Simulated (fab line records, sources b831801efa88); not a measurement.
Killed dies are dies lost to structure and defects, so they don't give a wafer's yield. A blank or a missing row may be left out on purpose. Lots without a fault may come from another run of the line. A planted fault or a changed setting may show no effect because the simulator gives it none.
A struck lot beside a sound one | flow sky130 | 24 steps out of a route of 708
Sound: wafers L406.2, L406.3, L406.4. Struck: wafers L417.2, L417.4, L417.5. The cause comes at the end.
At each step with rows: each side's tool, then ch and its chambers, then its first start. Under that, the readings that differ: sound wafers | struck wafers | difference of the means | sigmas: that difference in standard deviations of wafers without a fault.
alike: readings whose means differ by less than 2 such deviations, and words and numbers that are the same on both sides. not compared: withheld readings, readings that some wafer has no value for, bounds like >300 that may hide the same value, and numbers for which the record gives no deviation and whose values overlap.
The two part at a step that has a row with sigmas, a row that says differs or no value, or rows on one side only. Numbers that don't overlap but have no deviation are shown without sigmas and don't part them. A reading that every wafer of one side lacks parts them only if that side has two wafers or more.

first, 3 steps without rows for these wafers: SKY_LDD_LDN_IMPLANT_09; SKY_LDD_LDN_IMPLANT_10; SKY_LDD_LDN_IMPLANT_11.
SKY_LDD_LDN_STRIP_12: strips in O2/N2.
  sound on plasma_asher-04 ch 0,1, day 22 22:53; struck on plasma_asher-03 ch 0, day 27 20:40
  reading                     | sound          | struck         | difference | sigmas
  drypump_motor_current_A (A) | 5.00 4.99 5.31 | 5.98 5.97 5.99 | +0.88      | +3
  alike: oes_product_au, strip_time_to_endpoint_s
  not compared: rf_hours_counter_h
SKY_LDD_LDN_TW_MEAS_13:
  sound on film_metro-02, day 22 22:59; struck on film_metro-02, day 27 20:47
  alike: LDD_LDN_TW
then, 2 steps without rows for these wafers: SKY_LDD_LDN_CLEAN_14 (cleans in SC1/SC2, time 150 s); SKY_SPACER_CVD_00 (deposits Si3N4 from DCS/NH3, target thk 43.1 nm, time 740 s).
SKY_SPACER_THK_MEAS_01:
  sound on film_metro-03, day 23 01:52; struck on film_metro-01, day 27 23:07
  reading                | sound          | struck         | difference | sigmas
  SPACER_CVD_00_THK (nm) | 43.5 43.2 43.0 | 44.4 44.1 44.2 | +1.0       | +2
SKY_SPACER_ETCHBACK_02: etches Si3N4 in CH3F/O2, stops on SiO2, time 46.7 s, target depth 45 nm.
  sound on rie_diel-02 ch 0,2, day 23 01:55; struck on rie_diel-01 ch 0,3, day 27 23:10
  alike: drypump_motor_current_A, oes_product_au, throttle_valve_pct
  not compared: rf_hours_counter_h
then, 3 steps without rows for these wafers: SKY_POLY_CUT_DEHYDRATE_00 (time 60 s); SKY_POLY_CUT_HMDS_01 (prime time 60 s); SKY_POLY_CUT_COAT_02 (resist thk 60 nm).
SKY_POLY_CUT_COAT_03: resist thk 450 nm.
  sound on litho_track-04 ch 0, day 23 16:00; struck on litho_track-04 ch 0, day 28 13:00
  reading                                         | sound             | struck            | difference | sigmas
  model.KrF-thick_of_POLY_CUT_COAT_03.thk_nm (nm) | 448.9 450.2 448.3 | 398.5 397.7 397.6 | -51.2      |
  alike: resist_line_temp_C
then, 4 steps without rows for these wafers: SKY_POLY_CUT_SOFTBAKE_04 (time 90 s); SKY_POLY_CUT_EXPOSE_05 (exposes mask NPCM, target cd 270 nm); SKY_POLY_CUT_PEB_06; SKY_POLY_CUT_DEVELOP_07 (develop time 60 s).
SKY_POLY_CUT_CD_MEAS_08: target cd 270 nm.
  sound on cd_sem-01, day 24 08:25; struck on cd_sem-01, day 29 03:31
  reading    | sound             | struck            | difference | sigmas
  cd_nm (nm) | 270.1 270.4 270.6 | 273.8 274.8 275.1 | +4.2       | +3
SKY_POLY_CUT_OVL_MEAS_09:
  sound on overlay-02, day 24 08:31; struck on overlay-01, day 29 03:37
  alike: POLY_CUT_OVL
SKY_POLY_CUT_ETCH_10: etches BARC in N2/H2, stops on SiO2, time 45.9 s, target depth 60 nm.
  sound on rie_diel-02 ch 0,1,2, day 24 08:32; struck on rie_diel-04 ch 0,1, day 29 03:38
  reading                                         | sound           | struck          | difference | sigmas
  model.KrF-thick_of_POLY_CUT_COAT_03.thk_nm (nm) | 406.7 407.8 406 | 355.7 356.1 356 | -50.9      |
  alike: drypump_motor_current_A, oes_product_au, throttle_valve_pct
  not compared: rf_hours_counter_h
SKY_POLY_CUT_ETCH_11: etches Si3N4 in CF4/CH2F2/Ar, stops on poly-Si, time 42.5 s, target depth 60 nm.
  sound on rie_diel-02 ch 0,1,2, day 24 08:35; struck on rie_diel-04 ch 0,1, day 29 03:41
  alike: drypump_motor_current_A, oes_product_au, throttle_valve_pct
  not compared: rf_hours_counter_h
SKY_POLY_CUT_STRIP_12: strips in O2/N2.
  sound on plasma_asher-02 ch 0,1, day 24 08:38; struck on plasma_asher-01 ch 1, day 29 03:44
  reading                      | sound             | struck            | difference | sigmas
  oes_product_au (a.u.)        | 0.445 0.453 0.452 | 0.434 0.429 0.430 | -0.019     | -4
  strip_time_to_endpoint_s (s) | 5.326 5.366 5.327 | 4.825 4.808 4.807 | -0.526     | -35
  alike: drypump_motor_current_A
  not compared: rf_hours_counter_h
then, 1 step without rows for these wafers: SKY_SD_P_DEHYDRATE_00 (time 60 s).
-- the record jumps here: 20 days lie between the struck wafers' starts before and after (it left off in module SD_P and takes up again in module PAD_OPEN, whose first step shown is number 708 of the route) --
SKY_PAD_OPEN_PROBE_99:
  the record has rows for the struck wafers here (prober-01, day 49 07:12) and none for the sound ones

WHERE THEY PART
First at SKY_LDD_LDN_STRIP_12; last, within this record, at SKY_PAD_OPEN_PROBE_99.

WHY: what the simulator had put in
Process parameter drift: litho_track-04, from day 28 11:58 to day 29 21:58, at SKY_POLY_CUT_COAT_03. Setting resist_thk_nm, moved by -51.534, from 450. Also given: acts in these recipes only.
